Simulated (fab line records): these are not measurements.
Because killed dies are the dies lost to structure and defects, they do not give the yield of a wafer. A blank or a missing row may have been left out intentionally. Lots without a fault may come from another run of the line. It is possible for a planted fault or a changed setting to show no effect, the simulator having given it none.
A struck lot beside a sound one | flow sfq-line | 14 out of 325 route steps
Sound: these wafers, L435.1, L435.4, L435.6. Struck: wafer L423.5. (L423.1, L423.6 of the same lot were not struck and are left out.) The cause comes at the end.
Each step with rows lists, per side, the tool, then ch with its chambers, then its first start. Under that, the readings that differ: sound wafers | struck wafers | difference of the means | sigmas: that difference in standard deviations of wafers without a fault.
alike: a reading whose means differ by less than 2 such deviations, as well as words and numbers matching on both sides. not compared: withheld readings; readings where some wafer has no value; bounds like >300 that might hide an equal value; numbers whose values overlap and for which the record gives no deviation.
The two part at a step that has a row with sigmas, a row that says differs or no value, or rows on one side only. When numbers do not overlap yet have no deviation, they are printed without sigmas and do not part them. Lack of a reading on every wafer of one side parts them only where that side has two or more wafers.

SFQ_TRILAYER_L0_STRIP_STRIP_009: strips in O2.
  sound on rie-metal-03 ch 1, day 9 18:49; struck on rie-metal-01 ch 1, day 6 08:36
  alike: chamber-pressure-mTorr, drypump-motor-current-A, oes-product-au, platen-temp-c
  not compared: rf-hours-counter-h
then, 1 step without rows for these wafers: SFQ_TRILAYER_L0_STRIP_SOLV_CLEAN_010 (cleans in NMP, time 600 s).
SFQ_TRILAYER_L0_CAP_PECVD_011: deposits SiO2 from SiH4/N2O, time 13.333 s, target thk 60 nm.
  sound on pecvd-04 ch 1,2, day 9 20:12; struck on pecvd-02 ch 1, day 6 09:23
  alike: heater-power-w, rf-fwd-power-W, throttle-valve-pct
then, 6 steps without rows for these wafers: SFQ_TRILAYER_L0_VIA_LITHO_COAT_018 (resist thk 62 nm); SFQ_TRILAYER_L0_VIA_LITHO_COAT_013 (resist thk 650 nm); SFQ_TRILAYER_L0_VIA_LITHO_SOFTBAKE_017; SFQ_TRILAYER_L0_VIA_LITHO_EXPOSE_014 (exposes mask L0V, target cd 700 nm); SFQ_TRILAYER_L0_VIA_LITHO_PEB_016 (peb time 60 s); SFQ_TRILAYER_L0_VIA_LITHO_DEVELOP_015 (time 60 s).
-- the record jumps here: 4 days lie between the struck wafers' starts before and after --
SFQ_L0V_OVL_MEAS_903:
  sound: overlay-01 at day 14 05:44; struck: overlay-02 at day 10 11:48
  reading      | sound  | struck | difference | sigmas
  L0V_OVL (nm) | 11 7 6 | -4     | -12        | -2
SFQ_TRILAYER_L0_VIA_BARC_OPEN_VIA_ETCH_021: etches BARC in O2, target depth 125 nm, time 41.7 s.
  sound on rie-diel-02 ch 0,2,3, day 14 05:46; struck on rie-diel-03 ch 0, day 10 11:50
  alike: drypump-motor-current-A, oes-product-au, rf-fwd-power-W
  not compared: rf-hours-counter-h
SFQ_TRILAYER_L0_VIA_ETCH_VIA_ETCH_016: etches SiO2 in CHF3, stops on MoNx KI, target depth 80 nm.
  sound on rie-diel-02 ch 0,2,3, day 14 05:49; struck on rie-diel-03 ch 0, day 10 11:52
  alike: drypump-motor-current-A, oes-product-au, rf-fwd-power-W
SFQ_TRILAYER_L0_VIA_STRIP_STRIP_017: strips in O2.
  sound on rie-metal-04 ch 0,1, day 14 05:52; struck on rie-metal-02 ch 0, day 10 11:55
  reading                        | sound             | struck | difference | sigmas
  chamber-pressure-mTorr (mTorr) | 49.96 50.06 49.91 | 59.98  | +10.00     | +99 or more
  drypump-motor-current-A (A)    | 5.3 5.3 5.8       | 6.4    | +0.9       | +2
  oes-product-au (a.u.)          | 1.005 1.011 1.019 | 0.993  | -0.019     | -2
  alike: platen-temp-c
  not compared: rf-hours-counter-h
then, 1 step without rows for these wafers: SFQ_TRILAYER_L0_VIA_STRIP_SOLV_CLEAN_018 (cleans in NMP, time 600 s).

## WHERE THEY PART
Earliest at SFQ_L0V_OVL_MEAS_903; latest, in this record, at SFQ_TRILAYER_L0_VIA_STRIP_STRIP_017.

WHY: what the simulator had put in
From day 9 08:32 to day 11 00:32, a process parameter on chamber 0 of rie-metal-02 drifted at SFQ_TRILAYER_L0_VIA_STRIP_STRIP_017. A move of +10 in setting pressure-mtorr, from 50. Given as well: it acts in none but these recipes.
